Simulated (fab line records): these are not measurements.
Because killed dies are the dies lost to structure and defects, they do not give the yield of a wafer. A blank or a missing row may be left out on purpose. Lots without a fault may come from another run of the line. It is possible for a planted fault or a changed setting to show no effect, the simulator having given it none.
fab line records ; flow sky130
record: lots: 14; wafers: 42; lastDay: 50
route steps=708 shown VT_ADJUST_HVTR@137 VIA3@575 METAL4@629
lots untouched by any fault: they come from a run of this same line in which no faults occurred
startH: the number of hours between the record's first day and the start of the first shown wafer of the lot ; waitH: how many hours have passed since the lot's step before this one ; " as in the row above ; L1.1+2: a row that stands for several wafers ; - no value, or no start was given ; * or withheld: withheld ; < > ~ a bound
route shown NAME@n: names a module that has steps shown in the file, with the first one's number in the route ; usual: mean/standard deviation of fault-free wafers ; same: alike in all rows ; chamber/n: place in a boat ; sites: the reading at each site ; _std_site: the values' standard deviation ; _edge_site: mean of outer sites minus mean of inner sites ; radiusMm: how far each site lies from the wafer's centre ; mask NAME#n: copy n ; behind: the most recent tool/chamber to have shaped the wafer ; hold: cause of the lot's hold/its duration in hours/its outcome ; device: the n, p or np transistor that did not switch ; end of line: tests run on the same wafers once the route is complete ; a step given without rows: its recipe and nothing more ; killed: dies that structure and defects cost at the first sort, which is not the same as the wafer's yield ; map: dies across one wafer; x = killed, . = not, _ = none there
set.NAME: the run value of the setting; set.NAME@STEP: its run value at that earlier step ; model.NAME: the simulator's own value behind a step, which no gauge read
a sample of lots followed through the steps of the route, with each step as a table and each wafer as a row
services: when a tool's chamber went out of use (startH, in hours from the record's first day, below 0 if earlier), for how many hours, and the reason
== steps ==
step: SKY_VT_ADJUST_HVTR_DEVELOP_06
recipe: developTimeS: 60; devTempC: 23
usual: chillPlateTempC: 23.01/0.1; developTimeS: 60/0
lot.wafer;tool;chamber;startH;waitH;chillPlateTempC;developTimeS
L379.1;lithoTrack-02;0;230.25;0.1;23.01;60
L379.4;lithoTrack-02;0;230.25;0.1;23.01;60
L379.6;lithoTrack-02;0;230.25;0.1;23.00;60
L380.1;lithoTrack-03;0;235.03;0.1;22.88;60
L380.5;lithoTrack-03;0;235.03;0.1;22.97;60
L380.6;lithoTrack-03;0;235.03;0.1;22.91;60
L383.2;lithoTrack-02;0;255.67;0.1;22.95;60
L383.5;lithoTrack-02;0;255.67;0.1;23.00;60
L383.6;lithoTrack-02;0;255.67;0.1;23.00;60
L385.1;lithoTrack-03;0;270.58;0.1;22.93;60
L385.3;lithoTrack-03;0;270.58;0.1;23.03;60
L385.4;lithoTrack-03;0;270.58;0.1;23.03;60
L384.3;lithoTrack-01;0;271.64;0.1;22.83;60
L384.5;lithoTrack-01;0;271.64;0.1;22.99;60
L384.6;lithoTrack-01;0;271.64;0.1;22.90;60
L386.2;lithoTrack-03;0;274.25;0.1;22.98;60
L386.4;lithoTrack-03;0;274.25;0.1;22.92;60
L386.6;lithoTrack-03;0;274.25;0.1;22.89;60
L388.1;lithoTrack-03;0;290.18;0.1;22.95;60
L388.5;lithoTrack-03;0;290.18;0.1;23.13;60
L388.6;lithoTrack-03;0;290.18;0.1;23.08;60
L390.1;lithoTrack-03;0;304.42;0.1;23.07;60
L390.4;lithoTrack-03;0;304.42;0.1;23.13;60
L390.5;lithoTrack-03;0;304.42;0.1;23.16;60
L391.1;lithoTrack-01;0;315.24;0.1;22.87;60
L391.4;lithoTrack-01;0;315.24;0.1;22.96;60
L391.6;lithoTrack-01;0;315.24;0.1;22.91;60
L392.3;lithoTrack-02;-;331.25;0.1;-;-
L392.5;lithoTrack-02;-;331.25;0.1;-;-
L392.6;lithoTrack-02;-;331.25;0.1;-;-
L393.2;lithoTrack-02;-;338.27;0.1;-;-
L393.3;lithoTrack-02;-;338.27;0.1;-;-
L393.6;lithoTrack-02;-;338.27;0.1;-;-
L394.1;lithoTrack-01;0;342.64;0.1;22.82;60
L394.2;lithoTrack-01;0;342.64;0.1;23.00;60
L394.3;lithoTrack-01;0;342.64;0.1;22.93;60
L395.1;lithoTrack-03;0;344.72;0.1;22.98;60
L395.5;lithoTrack-03;0;344.72;0.1;22.79;60
L395.6;lithoTrack-03;0;344.72;0.1;22.94;60
L398.1;lithoTrack-01;0;368.24;0.1;23.15;60
L398.2;lithoTrack-01;0;368.24;0.1;23.06;60
L398.5;lithoTrack-01;0;368.24;0.1;23.21;60
step: SKY_VIA3_CMP_02
recipe: material: SiO2; downForcePsi: 4; platenRpm: 60; padVelocityMS: 0.94248
usual: headPressurePsi: 4.001/0.0081; motorCurrentA: 12.5/1.5; retainingRingPressureFrac: 0.999/0.0048
lot.wafer;tool;chamber;startH;waitH;headPressurePsi;motorCurrentA;retainingRingPressureFrac
L379.4;cmp-02;0;936.34;0.1;4.011;10.3;1.001
L379.1;cmp-02;2;936.34;0.1;4.007;13.3;1.000
L379.6;cmp-02;0;936.34;0.1;4.012;10.5;0.987
L380.1;cmp-01;0;946.33;0.1;4.006;13.5;0.997
L380.5;cmp-01;3;946.33;0.1;4.019;15.7;1.002
L380.6;cmp-01;0;946.33;0.1;3.999;12.8;1.003
L383.2;cmp-01;1;966.12;0.1;3.995;12.5;1.003
L383.5;cmp-01;3;966.12;0.1;4.005;15.5;0.999
L383.6;cmp-01;0;966.12;0.1;4.008;13.1;1.007
L384.3;cmp-02;2;976.48;1.1;4.004;13.3;1.006
L384.6;cmp-02;1;976.48;1.1;4.014;13.2;0.994
L384.5;cmp-02;2;976.48;1.1;3.993;13.2;1.002
L385.1;cmp-02;3;978.53;0.7;4.004;11.1;0.994
L385.4;cmp-02;1;978.53;0.7;3.995;12.0;1.003
L385.3;cmp-02;2;978.53;0.7;3.992;14.0;0.993
L386.4;cmp-02;0;980.99;0.1;3.995;10.4;0.999
L386.2;cmp-02;1;980.99;0.1;3.996;12.2;1.001
L386.6;cmp-02;3;980.99;0.1;3.988;11.0;1.002
L388.1;cmp-02;1;991.14;0.1;4.005;12.5;0.993
L388.6;cmp-02;0;991.14;0.1;3.996;10.3;1.006
L388.5;cmp-02;1;991.14;0.1;3.999;12.4;1.003
L390.4;cmp-01;2;1021.20;0.1;4.000;13.3;0.998
L390.1;cmp-01;3;1021.20;0.1;3.993;15.6;0.993
L390.5;cmp-01;0;1021.20;0.1;3.990;12.0;0.997
L391.4;cmp-01;2;1024.29;0.1;3.999;13.9;1.009
L391.1;cmp-01;3;1024.29;0.1;4.012;15.1;1.005
L391.6;cmp-01;2;1024.29;0.1;4.001;13.4;1.004
L392.3;cmp-02;2;1029.90;0.1;4.003;13.7;1.002
L392.6;cmp-02;0;1029.90;0.1;4.013;10.0;0.999
L392.5;cmp-02;1;1029.90;0.1;4.001;12.6;0.993
L393.3;cmp-02;2;1047.34;0.4;3.995;14.1;1.002
L393.2;cmp-02;3;1047.34;0.4;3.998;10.7;0.998
L393.6;cmp-02;2;1047.34;0.4;3.989;13.9;0.995
L394.1;cmp-02;3;1048.79;1.0;3.999;11.0;1.002
L394.3;cmp-02;0;1048.79;1.0;4.001;10.4;1.004
L394.2;cmp-02;2;1048.79;1.0;4.002;13.2;0.994
L395.1;cmp-01;3;1063.52;0.2;4.008;16.0;0.998
L395.5;cmp-01;0;1063.52;0.2;3.996;12.8;1.001
L395.6;cmp-01;1;1063.52;0.2;3.992;12.3;0.992
L398.2;cmp-02;0;1067.98;0.1;3.988;10.4;0.993
L398.1;cmp-02;2;1067.98;0.1;3.997;13.4;0.998
L398.5;cmp-02;0;1067.98;0.1;3.995;9.9;0.998
step: SKY_VIA3_THK_MEAS_23
recipe: thkMeasGauge: xrf; reads: W_of_VIA3_CVD_21
usual: VIA3_W_THK: 383/7.3
lot.wafer;tool;chamber;startH;waitH;VIA3_W_THK[nm]
L379.1;filmMetro-04;-;962.45;0.1;396
L379.4;filmMetro-04;-;962.45;0.1;382
L379.6;filmMetro-04;-;962.45;0.1;382
L380.1;filmMetro-04;-;972.65;0.1;384
L380.5;filmMetro-04;-;972.65;0.1;392
L380.6;filmMetro-04;-;972.65;0.1;384
L383.2;filmMetro-02;-;991.29;0.1;387
L383.5;filmMetro-02;-;991.29;0.1;389
L383.6;filmMetro-02;-;991.29;0.1;391
L384.3;filmMetro-03;-;1001.86;0.1;383
L384.5;filmMetro-03;-;1001.86;0.1;388
L384.6;filmMetro-03;-;1001.86;0.1;391
L385.1;filmMetro-03;-;1004.52;0.1;394
L385.3;filmMetro-03;-;1004.52;0.1;382
L385.4;filmMetro-03;-;1004.52;0.1;392
L386.2;filmMetro-02;-;1007.14;0.1;387
L386.4;filmMetro-02;-;1007.14;0.1;387
L386.6;filmMetro-02;-;1007.14;0.1;382
L388.1;filmMetro-02;-;1016.76;0.1;382
L388.5;filmMetro-02;-;1016.76;0.1;381
L388.6;filmMetro-02;-;1016.76;0.1;385
L390.1;filmMetro-02;-;1045.39;0.1;378
L390.4;filmMetro-02;-;1045.39;0.1;378
L390.5;filmMetro-02;-;1045.39;0.1;374
L391.1;filmMetro-04;-;1048.93;0.1;381
L391.4;filmMetro-04;-;1048.93;0.1;379
L391.6;filmMetro-04;-;1048.93;0.1;375
L392.3;filmMetro-03;-;1054.25;0.1;372
L392.5;filmMetro-03;-;1054.25;0.1;373
L392.6;filmMetro-03;-;1054.25;0.1;376
L393.2;filmMetro-03;-;1071.56;0.1;377
L393.3;filmMetro-03;-;1071.56;0.1;375
L393.6;filmMetro-03;-;1071.56;0.1;373
L394.1;filmMetro-04;-;1073.20;0.1;380
L394.2;filmMetro-04;-;1073.20;0.1;394
L394.3;filmMetro-04;-;1073.20;0.1;383
L395.1;filmMetro-02;-;1086.34;0.1;390
L395.5;filmMetro-02;-;1086.34;0.1;395
L395.6;filmMetro-02;-;1086.34;0.1;374
L398.1;filmMetro-03;-;1091.34;0.1;382
L398.2;filmMetro-03;-;1091.34;0.1;380
L398.5;filmMetro-03;-;1091.34;0.1;376
step: SKY_METAL4_CD_MEAS_13
recipe: targetCdNm: 300
usual: cdNm: 299.9/1.6
lot.wafer;tool;chamber;startH;waitH;cdNm
L379.1;cdSem-02;-;1011.31;-;299.8
L379.4;cdSem-02;-;1011.31;-;299.1
L379.6;cdSem-02;-;1011.31;-;300.6
L380.1;cdSem-02;-;1022.59;-;297.7
L380.5;cdSem-02;-;1022.59;-;299.9
L380.6;cdSem-02;-;1022.59;-;298.5
L383.2;cdSem-02;-;1039.82;-;297.9
L383.5;cdSem-02;-;1039.82;-;297.3
L383.6;cdSem-02;-;1039.82;-;297.6
L384.3;cdSem-02;-;1049.25;-;299.0
L384.5;cdSem-02;-;1049.25;-;300.5
L384.6;cdSem-02;-;1049.25;-;300.1
L385.1;cdSem-01;-;1051.16;-;301.0
L385.3;cdSem-01;-;1051.16;-;300.7
L385.4;cdSem-01;-;1051.16;-;301.2
L386.2;cdSem-02;-;1054.28;-;301.0
L386.4;cdSem-02;-;1054.28;-;300.6
L386.6;cdSem-02;-;1054.28;-;301.7
L388.1;cdSem-02;-;1063.55;-;299.8
L388.5;cdSem-02;-;1063.55;-;298.2
L388.6;cdSem-02;-;1063.55;-;300.6
L390.1;cdSem-02;-;1091.61;-;299.1
L390.4;cdSem-02;-;1091.61;-;299.4
L390.5;cdSem-02;-;1091.61;-;299.0
L391.1;cdSem-02;-;1095.44;-;300.1
L391.4;cdSem-02;-;1095.44;-;300.7
L391.6;cdSem-02;-;1095.44;-;300.4
L392.3;cdSem-01;-;1100.24;-;301.6
L392.5;cdSem-01;-;1100.24;-;300.7
L392.6;cdSem-01;-;1100.24;-;300.1
L393.2;cdSem-01;-;1115.91;-;300.7
L393.3;cdSem-01;-;1115.91;-;300.9
L393.6;cdSem-01;-;1115.91;-;299.8
L394.1;cdSem-02;-;1117.86;-;297.9
L394.2;cdSem-02;-;1117.86;-;298.0
L394.3;cdSem-02;-;1117.86;-;298.9
L395.1;cdSem-01;-;1129.34;-;300.8
L395.5;cdSem-01;-;1129.34;-;302.7
L395.6;cdSem-01;-;1129.34;-;300.8
L398.1;cdSem-01;-;1133.19;-;300.7
L398.2;cdSem-01;-;1133.19;-;300.9
L398.5;cdSem-01;-;1133.19;-;300.6
== services ==
tool;chamber;startH;hours;kind
cmp-02;-;212.00;9.8;pm
cmp-02;-;224.96;7.0;pm
cmp-02;-;232.00;4.0;pm
cmp-02;-;244.04;1.5;repair
cmp-01;-;267.61;2.3;repair
cmp-01;-;287.22;1.1;repair
cmp-02;-;290.84;2.3;repair
cmp-01;-;308.11;6.4;pm
cmp-02;-;313.46;61.5;repair
cmp-01;-;392.27;4.4;repair
cmp-01;-;404.11;4.0;pm
cmp-02;-;406.87;3.2;repair
cmp-02;-;418.95;7.9;pm
cmp-01;-;430.10;0.5;repair
cmp-02;-;444.59;5.9;repair
cmp-02;-;496.87;5.2;repair
cmp-02;-;562.08;4.3;repair
cmp-02;-;572.00;4.0;pm
cmp-02;-;593.96;3.7;pm
cmp-02;-;613.03;2.4;repair
cmp-02;-;867.86;8.9;pm
cmp-02;-;881.98;0.5;repair
cmp-02;-;912.00;4.0;pm
cmp-02;-;962.96;6.8;pm
== key ==
firstSign: step: SKY_VT_ADJUST_HVTR_DEVELOP_06; reading: toolRecord; direction: missing
effect none on later readings
metAt SKY_VT_ADJUST_HVTR_DEVELOP_06
struckLots L392,L393
sortLeftOut L392.3,L392.5,L392.6,L393.2,L393.3,L393.6
testerLeftOut L392,L393
notActingAt SKY_VIA3_CMP_02,SKY_VIA3_THK_MEAS_23,SKY_METAL4_CD_MEAS_13
onsetBetween 255.67 331.25
fault: kind: skippedStepWhole; tool: lithoTrack-02; chamber: -; onsetH: 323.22; steps: SKY_VT_ADJUST_HVTR_DEVELOP_06; scope: struckLotsOnly
testerLeftOut: of these lots the tester's yield and bins aren't shown, on N5 and GAA mostly nor the transistor test; their killed dies are dies lost to structure and defects alone, not to doping, threshold or leakage, so they don't give the yield
sortLeftOut: the simulated sort isn't trusted on such a fault, so these wafers' sort isn't shown, and their yield isn't known
